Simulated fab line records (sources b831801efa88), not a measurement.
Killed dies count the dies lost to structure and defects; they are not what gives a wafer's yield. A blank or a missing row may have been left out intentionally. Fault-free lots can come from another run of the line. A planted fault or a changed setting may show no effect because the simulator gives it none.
The tool behind it: which one? + flow sky130 + route of 708 steps, sampled at 1 step: 24 lots, 72 wafers

## WHAT THE GAUGES READ, wafer by wafer
SKY_VIA2_RS_MEAS_22: measures by four-point-probe. Usual: VIA2_W_RS 0.273 ohm/sq, standard deviation 0.004.
| lot  | measured     | on            | VIA2_W_RS (ohm/sq) | flag |
|------|--------------|---------------|--------------------|------|
| L076 | day 37 04:14 | film_metro-03 | 0.273 0.268 0.272  |      |
| L075 | day 37 05:18 | film_metro-02 | 0.281 0.279 0.271  |      |
| L074 | day 37 06:04 | film_metro-02 | 0.268 0.270 0.278  |      |
| L077 | day 37 06:23 | film_metro-01 | 0.277 0.273 0.277  |      |
| L078 | day 37 15:12 | film_metro-03 | 0.273 0.276 0.275  |      |
| L079 | day 37 23:47 | film_metro-03 | 0.271 0.266 0.269  |      |
| L080 | day 38 07:11 | film_metro-02 | 0.282 0.278 0.280  |      |
| L081 | day 38 15:52 | film_metro-03 | 0.267 0.279 0.272  |      |
| L082 | day 39 02:05 | film_metro-02 | 0.268 0.277 0.276  |      |
| L083 | day 39 07:32 | film_metro-03 | 0.268 0.267 0.275  |      |
| L084 | day 39 15:19 | film_metro-02 | 0.280 0.269 0.281  |      |
| L085 | day 39 16:35 | film_metro-01 | 0.274 0.277 0.270  |      |
| L086 | day 40 03:41 | film_metro-03 | 0.272 0.271 0.281  |      |
| L087 | day 40 12:17 | film_metro-01 | 0.266 0.269 0.268  |      |
| L088 | day 40 19:44 | film_metro-03 | 0.273 0.272 0.273  |      |
| L089 | day 41 00:06 | film_metro-01 | 0.274 0.276 0.270  |      |
| L090 | day 41 02:01 | film_metro-03 | 0.278 0.270 0.278  |      |
| L093 | day 42 18:40 | film_metro-03 | 0.277 0.274 0.272  |      |
| L094 | day 42 21:26 | film_metro-03 | 0.267 0.273 0.268  |      |
| L091 | day 42 22:28 | film_metro-02 | 0.270 0.268 0.275  |      |
| L095 | day 43 00:13 | film_metro-01 | 0.267 0.273 0.274  |      |
| L092 | day 43 01:43 | film_metro-03 | 0.266 0.267 0.271  |      |
| L096 | day 43 02:25 | film_metro-03 | 0.278 0.274 0.278  |      |
| L097 | day 43 07:48 | film_metro-01 | 0.275 0.271 0.268  |      |

## TOOL THAT RAN EACH LOT (tool first, then ch and the chambers of the sampled wafers, then the start)
There is no process step in the record ahead of these readings.

## AS READ BY THE TOOLS THEMSELVES (means over the sampled wafers that have a number; for cases with no such wafer, the mark the record gives instead)
The record holds no such reading with a usual standard deviation.

## THE ANSWER, worked out from the rows above alone
Rule: lot off if the mean of its wafers having a number is beyond 3 standard deviations from the usual mean. Also off: a lot with no number at a reading for which 4 or more lots have one. Where the step has rows for the other lots, those lots are counted as sound. The gauges are gone through in route order, then the tools' own readings, and for those a lot's mean is taken as printed above. At the first step where some lot is off, the reading lying furthest off is the one used; lots without a number count as furthest.
No lot is off at any reading shown: from this, nothing can be told.

## WHAT HAD BEEN PUT IN BY THE SIMULATOR
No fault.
